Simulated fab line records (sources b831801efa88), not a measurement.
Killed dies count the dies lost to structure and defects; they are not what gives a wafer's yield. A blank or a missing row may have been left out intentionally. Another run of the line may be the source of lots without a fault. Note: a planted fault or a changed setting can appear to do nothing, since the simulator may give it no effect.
Split-lot trial -- flow sfq_line -- on a route of 325 steps: 5 lots, 23 wafers read

== ABOUT THE SPLIT ==
At SFQ_TRILAYER_C5_LITHO_COAT_156 (resist thk 62 nm), the setting spin_rpm was moved away from the recipe's 3000 rpm on 7 of the 23 wafers read, by +3.8% to +5.2%. All remaining wafers had this setting at the recipe value.

The reading is taken at the split's own step.

== THE READING ==
BARC_of_TRILAYER_C5_LITHO_COAT_156.thk_nm (the simulator's own value, which no gauge read), in nm, at SFQ_TRILAYER_C5_LITHO_COAT_156 (resist thk 62 nm). No usual value for it is given in the file. The 16 wafers here that ran the recipe average 62.10 nm, standard deviation 0.12 nm.

wafer,"tool, chamber at the split","spin_rpm as run, rpm",against the recipe,"BARC_of_TRILAYER_C5_LITHO_COAT_156.thk_nm, nm",against lot-mates on the recipe
L074.1,"litho_track-03, 0",3000,recipe,61.92,-
L074.4,"litho_track-03, 0",3000,recipe,61.97,-
L074.5,"litho_track-03, 0",3000,recipe,62.06,-
L076.1,"litho_track-03, 0",3000,recipe,62.19,-
L076.2,"litho_track-03, 0",3115,+3.8%,61.22,-1.02
L076.3,"litho_track-03, 0",3000,recipe,62.28,-
L076.4,"litho_track-03, 0",3000,recipe,62.26,-
L076.5,"litho_track-03, 0",3115,+3.8%,60.98,-1.26
L079.1,"litho_track-02, 0",3000,recipe,62,-
L079.2,"litho_track-02, 0",3000,recipe,62.36,-
L079.3,"litho_track-02, 0",3145,+4.8%,60.63,-1.53
L079.4,"litho_track-02, 0",3145,+4.8%,60.59,-1.57
L079.6,"litho_track-02, 0",3000,recipe,62.12,-
L080.1,"litho_track-03, 0",3156,+5.2%,60.39,-1.58
L080.2,"litho_track-03, 0",3156,+5.2%,60.43,-1.54
L080.4,"litho_track-03, 0",3000,recipe,61.93,-
L080.5,"litho_track-03, 0",3000,recipe,62.01,-
L080.6,"litho_track-03, 0",3156,+5.2%,60.5,-1.47
L084.1,"litho_track-04, 0",3000,recipe,62.02,-
L084.2,"litho_track-04, 0",3000,recipe,62.16,-
L084.3,"litho_track-04, 0",3000,recipe,62.12,-
L084.4,"litho_track-04, 0",3000,recipe,62.15,-
L084.5,"litho_track-04, 0",3000,recipe,62.13,-

THE FIT
A straight line over all 23 wafers: BARC_of_TRILAYER_C5_LITHO_COAT_156.thk_nm changes by -0.307 nm for each +1% of spin_rpm; r = -0.98; the points scatter about the line by 0.13 nm.
The same after taking each lot's own level away (the mean of its wafers on the recipe; 23 wafers): -0.303 nm for each +1%; r = -0.99; scatter 0.086 nm.
On that fit, the largest move of spin_rpm shifts the reading by 1.6 nm.
The lots' own levels span 61.970 to 62.243 nm, that is 2.2 times the standard deviation above.
The two slopes are in agreement: the lot-to-lot level therefore moves the slope only a little.
Check: for one of the wafers moved furthest among these (+5.2%), held out of the fit, the line's prediction against its lot-mates is -1.57 nm. It came out at -1.58 nm against them.

== OTHER SPLITS APPLIED TO THESE WAFERS ==
These wafers also went through other splits before the reading. Each is held against what the fit with the lots' levels taken away leaves over:
other split on the same wafers,wafers away from the commonest value,r with BARC_of_TRILAYER_C5_LITHO_COAT_156.thk_nm (lot level and that fit taken away)
SFQ_TRILAYER_M2_BARC_OPEN_METAL_ETCH_077 time_s,7,-0.08
SFQ_TRILAYER_I2_CMP_CMP_064 leave_above_ref_nm,10,-0.06
SFQ_TRILAYER_I2_VIA_ETCH_VIA_ETCH_070 bias_w,9,-0.21
SFQ_TRILAYER_M4_LITHO_EXPOSE_094 dose_mj,10,+0.22
SFQ_TRILAYER_I4_VIA_LITHO_COAT_103 spin_rpm,8,+0.20
SFQ_TRILAYER_I4_VIA_LITHO_PEB_106 peb_temp_c,11,-0.29
SFQ_TRILAYER_JJ_CE_LITHO_COAT_119 spin_rpm,5,-0.05
SFQ_TRILAYER_JJ_CE_LITHO_PEB_117 peb_time_s,7,-0.17
SFQ_TRILAYER_A5C_DEP_PECVD_142 time_s,6,-0.09

== FILE'S OWN FIT ==
BARC_of_TRILAYER_C5_LITHO_COAT_156.thk_nm changes by -0.305 nm for each +1% of spin_rpm, r = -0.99.
